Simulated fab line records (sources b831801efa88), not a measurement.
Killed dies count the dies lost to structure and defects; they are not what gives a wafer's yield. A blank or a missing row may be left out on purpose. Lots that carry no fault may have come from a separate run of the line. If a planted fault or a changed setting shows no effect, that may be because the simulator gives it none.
What tool caused it?	flow sky130	15 lots with 45 wafers sampled at 4 steps, on a route of 708 steps

## WHAT EACH GAUGE READ, for each wafer
SKY_SONOS_ONO_THK_MEAS_01.
lot	measured	on	SONOS_ONO_OXIDATION_THK (nm)
L219	day 11 16:23	filmMetro-02	2.71 2.70 2.71
L222	day 12 11:47	filmMetro-01	2.70 2.69 2.66
L223	day 12 18:50	filmMetro-02	2.65 2.60 2.62
L224	day 13 14:59	filmMetro-01	2.56 2.63 2.58
L225	day 14 05:06	filmMetro-02	2.61 2.57 2.56
L226	day 14 23:53	filmMetro-01	2.68 2.61 2.67
L227	day 14 23:55	filmMetro-03	2.64 2.54 2.55
L228	day 15 16:30	filmMetro-01	2.57 2.59 2.66
L234	day 17 06:29	filmMetro-02	2.59 2.54 2.64
L233	day 17 07:54	filmMetro-02	2.67 2.57 2.62
L235	day 17 14:58	filmMetro-03	2.68 2.64 2.60
L239	day 18 12:14	filmMetro-03	2.46 2.52 2.46
L238	day 18 12:16	filmMetro-02	2.46 2.51 2.51
L240	day 18 21:51	filmMetro-02	2.61 2.55 2.62
L241	day 18 23:05	filmMetro-02	2.51 2.60 2.64

SKY_SONOS_ONO_THK_MEAS_03.
lot	measured	on	SONOS_ONO_CVD_02_THK (nm)
L219	day 11 18:30	filmMetro-01	10.21 10.44 10.24
L222	day 12 14:07	filmMetro-02	10.18 10.33 10.16
L223	day 12 21:31	filmMetro-03	10.66 10.69 10.70
L224	day 13 16:32	filmMetro-01	10.32 10.27 10.39
L225	day 14 06:46	filmMetro-02	10.46 10.36 10.51
L226	day 15 02:15	filmMetro-03	10.51 10.38 10.35
L227	day 15 02:17	filmMetro-02	10.45 10.30 10.51
L228	day 15 17:37	filmMetro-03	10.62 10.55 10.50
L234	day 17 08:07	filmMetro-01	10.81 10.68 10.77
L233	day 17 09:42	filmMetro-02	10.30 10.39 10.25
L235	day 17 16:22	filmMetro-02	10.39 10.39 10.17
L239	day 18 13:21	filmMetro-03	10.71 10.59 10.64
L238	day 18 13:22	filmMetro-02	10.67 10.56 10.57
L240	day 18 22:58	filmMetro-03	10.75 10.80 10.78
L241	day 19 01:13	filmMetro-02	10.12 10.30 10.28

SKY_LDD_P_TW_MEAS_11.
lot	measured	on	LDD_P_TW
L219	day 19 08:29	filmMetro-02	631 632 628
L222	day 20 06:28	filmMetro-04	635 639 641
L223	day 20 15:12	filmMetro-01	637 635 636
L224	day 21 09:58	filmMetro-02	632 635 634
L225	day 22 06:47	filmMetro-04	632 638 632
L226	day 23 04:52	filmMetro-01	641 641 645
L227	day 23 08:05	filmMetro-01	644 644 645
L228	day 23 17:43	filmMetro-02	633 627 631
L239	day 26 14:01	filmMetro-01	635 633 635
L238	day 26 14:43	filmMetro-02	627 631 626
L240	day 26 23:51	filmMetro-01	638 632 632
L241	day 27 03:37	filmMetro-02	630 630 629

## WHICH TOOL RAN EACH LOT (tool, then ch and the chambers of the sampled wafers, then the start)
lot	SKY_LDD_N_IMPLANT_12
L219	implanter-02 ch 0, day 18 01:02
L222	implanter-04 ch 0, day 18 23:07
L223	implanter-02 ch 0, day 19 07:19
L224	implanter-01 ch 0, day 20 02:56
L225	implanter-02 ch 0, day 20 23:28
L226	implanter-02 ch 0, day 21 21:28
L227	implanter-01 ch 0, day 22 00:50
L228	implanter-02 ch 0, day 22 10:24
L234	implanter-04, day 24 02:10
L233	implanter-02, day 24 06:23
L235	implanter-02, day 24 13:01
L239	implanter-02 ch 0, day 25 07:32
L238	implanter-04 ch 0, day 25 08:13
L240	implanter-04 ch 0, day 25 17:42
L241	implanter-02 ch 0, day 25 21:29
- SKY_LDD_N_IMPLANT_12

## WHAT THE TOOLS THEMSELVES READ (means of the sampled wafers that have a number; where no wafer has one, the mark that the record gives instead)
SKY_LDD_N_IMPLANT_12.
lot	tool	beamEnergyKeV	beamOnS (s)	endStationPressureTorr (Torr)
L219	implanter-02	49.994	10.04	4.97e-06
L222	implanter-04	50.019	9.89	5.19e-06
L223	implanter-02	49.995	9.88	4.87e-06
L224	implanter-01	49.987	9.86	4.86e-06
L225	implanter-02	50.005	10.00	4.97e-06
L226	implanter-02	50.012	9.91	5.36e-06
L227	implanter-01	49.993	9.97	4.89e-06
L228	implanter-02	49.996	10.06	4.78e-06
L234	implanter-04	-	-	-
L233	implanter-02	-	-	-
L235	implanter-02	-	-	-
L239	implanter-02	50.014	10.08	4.90e-06
L238	implanter-04	49.987	9.93	5.01e-06
L240	implanter-04	49.974	10.12	5.10e-06
L241	implanter-02	49.994	9.93	5.25e-06

## THE ANSWER, worked out from the rows above alone
Rule: the lots themselves supply what counts as usual. The widest of any qualifying gaps counts: lots, ordered by their means at a reading, are off when they make up no more than a third of the lots, leave a main group of 4 or more, and stand apart from it by 3 or more times the standard deviation of that group's means. Not used: any main group whose means are identical at the precision the tables above print for the reading. Also off: a lot with no number at a reading for which 4 or more lots have one. Where the step has rows for the other lots, those lots are counted as sound. Order of review: gauges by route order, followed by the tools' own readings, for which a lot's mean as printed above is used. At the first step where some lot is off, the reading lying furthest off is the one used; lots without a number count as furthest.
Off at SKY_LDD_N_IMPLANT_12 (beamEnergyKeV): L234, L233, L235. Without a number there: L234, L233, L235. Main group: mean 49.998, sd 0.012.
If a tool, at that step or one of the process steps before it, ran each lot that is off and ran no sound lot following the first of them, it fits. Of those tried, none fits.

## WHAT WAS PUT IN BY THE SIMULATOR
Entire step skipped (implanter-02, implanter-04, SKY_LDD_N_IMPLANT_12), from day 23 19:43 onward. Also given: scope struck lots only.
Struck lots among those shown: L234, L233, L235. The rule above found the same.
